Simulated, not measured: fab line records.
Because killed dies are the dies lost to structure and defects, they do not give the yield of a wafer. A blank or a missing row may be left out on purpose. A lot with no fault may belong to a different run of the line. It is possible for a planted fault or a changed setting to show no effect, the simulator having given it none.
Comparing a struck lot with a sound one | flow sky130 | 15 steps out of a route of 708
Sound: these wafers, L942.2, L942.4, L942.5. Wafers L952.1, L952.2, L952.4 were the ones struck. The cause is named last.
Each step with rows lists, per side, the tool, then ch with its chambers, then its first start. Under that, the readings that differ: sound wafers | struck wafers | difference of the means | sigmas: that difference in standard deviations of wafers without a fault.
alike: a reading whose means differ by less than 2 such deviations, as well as words and numbers matching on both sides. not compared: withheld readings; readings where some wafer has no value; bounds like >300 that might hide an equal value; numbers whose values overlap and for which the record gives no deviation.
A row with sigmas, a row that says differs or no value, or rows on one side alone: a step with any of these is where the two part. When numbers do not overlap yet have no deviation, they are printed without sigmas and do not part them. A reading that every wafer of one side lacks parts them only if that side has two wafers or more.

first, 4 steps without rows for these wafers: SKY_LDD_N_SOFTBAKE_03 (time 60 s); SKY_LDD_N_EXPOSE_04 (exposes mask NTM, target cd 840 nm); SKY_LDD_N_PEB_05; SKY_LDD_N_DEVELOP_06 (develop time 60 s).
SKY_LDD_N_OVL_MEAS_07:
  sound on overlay-01, day 17 21:47; struck on overlay-02, day 21 19:50
  alike: LDD_N_OVL
then, 7 steps without rows for these wafers: SKY_LDD_N_IMPLANT_08; SKY_LDD_N_IMPLANT_09; SKY_LDD_N_IMPLANT_10; SKY_LDD_N_IMPLANT_11; SKY_LDD_N_IMPLANT_12; SKY_LDD_N_IMPLANT_13; SKY_LDD_N_IMPLANT_14.
SKY_LDD_N_IMPLANT_15:
  sound on implanter-04 ch 0, day 17 22:54; struck on implanter-03 ch 0, day 21 20:55
  reading            | sound                | struck              | difference | sigmas
  tilt-deg (degrees) | 29.995 29.999 29.996 | -0.001 0.000 -0.021 | -30.004    | -99 or more
SKY_LDD_N_STRIP_16: strips in O2/N2.
  sound on plasma-asher-03 ch 0,1, day 17 23:01; struck on plasma-asher-01 ch 0,1, day 21 21:04
  alike: drypump-motor-current-A, oes-product-au, strip-time-to-endpoint-s
  not compared: rf-hours-counter-h
-- here the record skips 27 days between the struck wafers' starts before and after, leaving off in module LDD_N and picking up in module PAD_OPEN (first step shown: number 708 of the route) --
SKY_PAD_OPEN_PROBE_99:
  sound on prober-02, day 45 18:22; struck on prober-01, day 48 10:39
  reading                                   | sound               | struck               | difference | sigmas
  model.etest.nfet_01v8_turned.vt-sat-v (V) | 0.6591 0.664 0.6577 | 0.6216 0.6154 0.6369 | -0.0356    |
  alike: killed_at_M0_to_M3, killed_at_M4_up, killed-at-contacts, killed-at-front-end, killed-at-other, killed-dies, killed-open, killed-short

## WHERE THEY PART
Within this record, at SKY_LDD_N_IMPLANT_15 only. Later steps at which nothing parts them and some readings are alike: SKY_LDD_N_STRIP_16, SKY_PAD_OPEN_PROBE_99.

WHY: whatever the simulator had introduced
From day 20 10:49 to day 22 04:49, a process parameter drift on implanter-03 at SKY_LDD_N_IMPLANT_15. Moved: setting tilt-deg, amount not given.
